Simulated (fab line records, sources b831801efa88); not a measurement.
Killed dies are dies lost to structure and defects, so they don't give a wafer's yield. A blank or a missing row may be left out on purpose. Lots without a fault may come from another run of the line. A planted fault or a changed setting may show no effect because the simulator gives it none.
Problem report in the 8D (eight disciplines) form, filled by code | flow gf180mcu | the parts of the form that need people (team, actions taken, sign-off) are left out

1. THE PROBLEM
run_length_s at GF_HV_LDD_ETCHBACK_58 reads a mean of 116.2 s on 4 wafers of 3 lots; wafers without a fault read 128.2 s with a standard deviation of 0.56. That is -21 standard deviations from the usual mean.
The step: etches Si3N4 in CH3F/O2, stops on SiO2, time 100 s, target depth 90 nm.
First seen on wafer L508.1, day 15 22:55, on rie_diel-04. The record holds 35 wafers of 12 lots with a number at this step. Rule for "out", or "out of limits": more than 4 standard deviations from the usual mean. The other wafers with a number count as sound.

2. WHAT IT IS AND WHAT IT IS NOT
question                    | is                             | is not
which readings at this step | run_length_s, oes_product_au   | drypump_motor_current_A, throttle_valve_pct
which lots                  | L508, L509, L510               | L499, L503, L505, L506, L517, L518, L519, L520, L521
which wafers of those lots  | L508.1, L508.5, L509.1, L510.5 | L508.4, L509.6, L510.4, L510.6
read on which tools         | rie_diel-04                    | rie_diel-01, rie_diel-03
when                        | from day 15 22:55              | up to then (13 sound wafers); but 18 sound wafers of L509, L510, L517, L518, L519, L520, L521 came after

3. SUSPECTS, AND WHAT RULES EACH OUT
Counting: a tool at a process step up to the reading stays a suspect if it ran every lot that is out. Sound lots after the first of them don't rule it out here, since some wafers of a struck lot are sound.
- rie_diel-04 at GF_HV_LDD_ETCHBACK_58 (etches Si3N4 in CH3F/O2, stops on SiO2, time 100 s, target depth 90 nm): kept. It ran every lot that is out, first L508 (day 15 22:55); its last sound lot up to then is L506 (day 15 06:07). Its own readings are out on those wafers: oes_product_au, run_length_s.
Left after counting: rie_diel-04 at GF_HV_LDD_ETCHBACK_58.

4. THE CAUSE (what the simulator had put in)
Process parameter drift: rie_diel-04, from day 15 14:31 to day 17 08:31, at GF_HV_LDD_ETCHBACK_58. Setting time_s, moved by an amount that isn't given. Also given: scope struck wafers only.
Counting left only this tool.

5. THE CHAIN OF EFFECTS, in route order
Each row: a reading whose mean over the struck wafers that have a number lies more than 3 standard deviations from the usual. Only readings for which the record gives a usual standard deviation are gone through. hours: the time from each lot's start at the first step in this table that gives one to its start at this step, as a median over the lots. sigmas: the change in usual standard deviations.
hours | step                  | reading        | usual      | on struck wafers | change | sigmas
0     | GF_HV_LDD_ETCHBACK_58 | oes_product_au | 0.840 a.u. | 0.949            | +0.109 | +17
0     | GF_HV_LDD_ETCHBACK_58 | run_length_s   | 128.2 s    | 116.2            | -12.0  | -21
The process steps in it:
- GF_HV_LDD_ETCHBACK_58: etches Si3N4 in CH3F/O2, stops on SiO2, time 100 s, target depth 90 nm.

6. WHAT WOULD HAVE CAUGHT IT SOONER
In this record the first reading out of limits was taken at day 15 22:55, 8 hours after the fault began at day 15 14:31.
